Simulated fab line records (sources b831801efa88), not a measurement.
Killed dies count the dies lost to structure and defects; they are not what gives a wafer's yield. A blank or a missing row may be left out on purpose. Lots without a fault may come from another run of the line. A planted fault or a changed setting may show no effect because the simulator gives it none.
Which of the tools did it?	flow gf180mcu	7 lots with 21 wafers sampled at 2 steps, on a route of 602 steps

== WHAT EACH GAUGE READ, for each wafer ==
GF_STI_CD_MEAS_12: target cd 220 nm.
lot	measured	on	cd nm (nm)
L203	day 2 06:50	cd sem-02	218.6 218.2 218.5
L205	day 2 16:52	cd sem-02	218.1 217.3 217.5
L209	day 3 12:57	cd sem-01	218.8 216.8 218.2
L213	day 4 10:22	cd sem-01	220.0 220.3 220.2
L215	day 4 21:40	cd sem-02	221.1 220.7 221.0
L217	day 5 07:13	cd sem-01	131.3 218.1 132.4
L225	day 7 00:52	cd sem-02	219.5 218.8 219.7

== EACH LOT AND THE TOOL THAT RAN IT (in order: tool; ch and the chambers of the sampled wafers; start) ==
lot	GF_STI_EXPOSE_09
L203	krf scanner-02 ch 0, day 2 00:54
L205	krf scanner-01 ch 0, day 2 10:49
L209	krf scanner-02 ch 0, day 3 06:43
L213	krf scanner-01 ch 0, day 4 03:54
L215	krf scanner-02 ch 0, day 4 14:55
L217	krf scanner-02 ch 0, day 5 00:21
L225	krf scanner-01 ch 0, day 6 17:40
- GF_STI_EXPOSE_09: exposes mask COMP, target cd 220 nm.

== THE ANSWER, worked out from the rows above alone ==
Rule: usual is defined by the lots themselves. The widest of any qualifying gaps counts: lots, ordered by their means at a reading, are off when they make up no more than a third of the lots, leave a main group of 4 or more, and stand apart from it by 3 or more times the standard deviation of that group's means. If all means in a main group match to the digits the tables above print for the reading, that group is not used. Also off: a lot with no number at a reading for which 4 or more lots have one. Any other lot the step has rows for is counted as sound.
Off at GF_STI_CD_MEAS_12 (cd nm): L217. The main group has a mean of 219.1 nm with a standard deviation of 1.2.
A tool fits if, at a process step before that reading, it ran every lot that is off, and no sound lot after the first of them. The gauges at GF_STI_CD_MEAS_12 are tried like those tools. Can't be told from this: 2 tools fit, krf scanner-02 at GF_STI_EXPOSE_09, cd sem-01 at GF_STI_CD_MEAS_12.

== WHAT THE SIMULATOR HAD INSERTED ==
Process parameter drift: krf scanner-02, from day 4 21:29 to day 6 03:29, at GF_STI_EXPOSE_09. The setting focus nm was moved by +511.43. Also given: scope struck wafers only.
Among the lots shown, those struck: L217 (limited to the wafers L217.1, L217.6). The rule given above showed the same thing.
